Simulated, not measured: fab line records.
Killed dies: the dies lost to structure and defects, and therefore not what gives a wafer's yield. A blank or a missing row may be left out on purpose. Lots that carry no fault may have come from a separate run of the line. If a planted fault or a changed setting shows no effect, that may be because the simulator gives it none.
The tool behind it: which one? | flow gf180mcu | 12 lots, 36 wafers sampled, at 2 steps of a route of 602

== WHAT THE GAUGES READ, wafer by wafer ==
GF_PASSIVATION_THK_MEAS_03.
lot  | measured     | on            | PASSIVATION_CVD_02_THK (nm)
L961 | day 28 14:49 | film-metro-01 | 686 704 698
L963 | day 29 02:02 | film-metro-02 | 700 711 708
L965 | day 29 15:11 | film-metro-02 | 688 698 699
L966 | day 30 02:12 | film-metro-02 | 682 699 705
L967 | day 30 03:39 | film-metro-02 | 701 710 718
L970 | day 31 04:36 | film-metro-04 | 680 693 706
L973 | day 32 01:22 | film-metro-01 | 702 697 711
L974 | day 32 06:36 | film-metro-02 | 694 691 696
L979 | day 33 11:52 | film-metro-02 | 699 700 713
L980 | day 33 17:58 | film-metro-02 | 686 709 705
L982 | day 34 01:26 | film-metro-04 | 683 700 702
L983 | day 34 07:07 | film-metro-02 | 710 710 705

== TOOL THAT RAN EACH LOT (tool first, then ch and the chambers of the sampled wafers, then the start) ==
lot  | GF_TOP_METAL_SPUTTER_04
L961 | pvd-sputter-02, day 27 18:02
L963 | pvd-sputter-02, day 28 05:20
L965 | pvd-sputter-03, day 28 18:27
L966 | pvd-sputter-01, day 29 05:31
L967 | pvd-sputter-01, day 29 07:37
L970 | pvd-sputter-01, day 30 09:05
L973 | pvd-sputter-01, day 31 06:52
L974 | pvd-sputter-03, day 31 12:32
L979 | pvd-sputter-02, day 32 18:47
L980 | pvd-sputter-02, day 33 01:29
L982 | pvd-sputter-03, day 33 08:37
L983 | pvd-sputter-03, day 33 14:52
- GF_TOP_METAL_SPUTTER_04: material TiN, target thk 25 nm, time 20.8 s.

== AS READ BY THE TOOLS THEMSELVES (means over the sampled wafers that have a number; for cases with no such wafer, the mark the record gives instead) ==
GF_TOP_METAL_SPUTTER_04.
lot  | tool           | cathode-dc-power-W (W) | throttle-valve-pct (%)
L961 | pvd-sputter-02 | 6500.3                 | 30.5
L963 | pvd-sputter-02 | 6500.4                 | 29.6
L965 | pvd-sputter-03 | 6499.7                 | 30.1
L966 | pvd-sputter-01 | 6499.7                 | 30.0
L967 | pvd-sputter-01 | 6500.6                 | 29.5
L970 | pvd-sputter-01 | 6499.2                 | 30.7
L973 | pvd-sputter-01 | 6500.2                 | 29.8
L974 | pvd-sputter-03 | 6499.9                 | 29.5
L979 | pvd-sputter-02 | 6501.3                 | 29.4
L980 | pvd-sputter-02 | 6500.3                 | 30.0
L982 | pvd-sputter-03 | 6500.2                 | 29.4
L983 | pvd-sputter-03 | 6499.5                 | 29.4

== THE ANSWER, worked out from the rows above alone ==
Rule: the usual values come from the lots themselves. The widest of any qualifying gaps counts: lots, ordered by their means at a reading, are off when they make up no more than a third of the lots, leave a main group of 4 or more, and stand apart from it by 3 or more times the standard deviation of that group's means. If all means in a main group match to the digits the tables above print for the reading, that group is not used. A lot without any number at a reading at which 4 lots or more have one is off too. Where the step has rows for the other lots, those lots are counted as sound. The gauges are gone through in route order, then the tools' own readings, and for those a lot's mean is taken as printed above. At the first step where some lot is off, the reading lying furthest off is the one used; lots without a number count as furthest.
None of the lots is off at any reading shown; this tells nothing.

== WHAT THE SIMULATOR PUT IN ==
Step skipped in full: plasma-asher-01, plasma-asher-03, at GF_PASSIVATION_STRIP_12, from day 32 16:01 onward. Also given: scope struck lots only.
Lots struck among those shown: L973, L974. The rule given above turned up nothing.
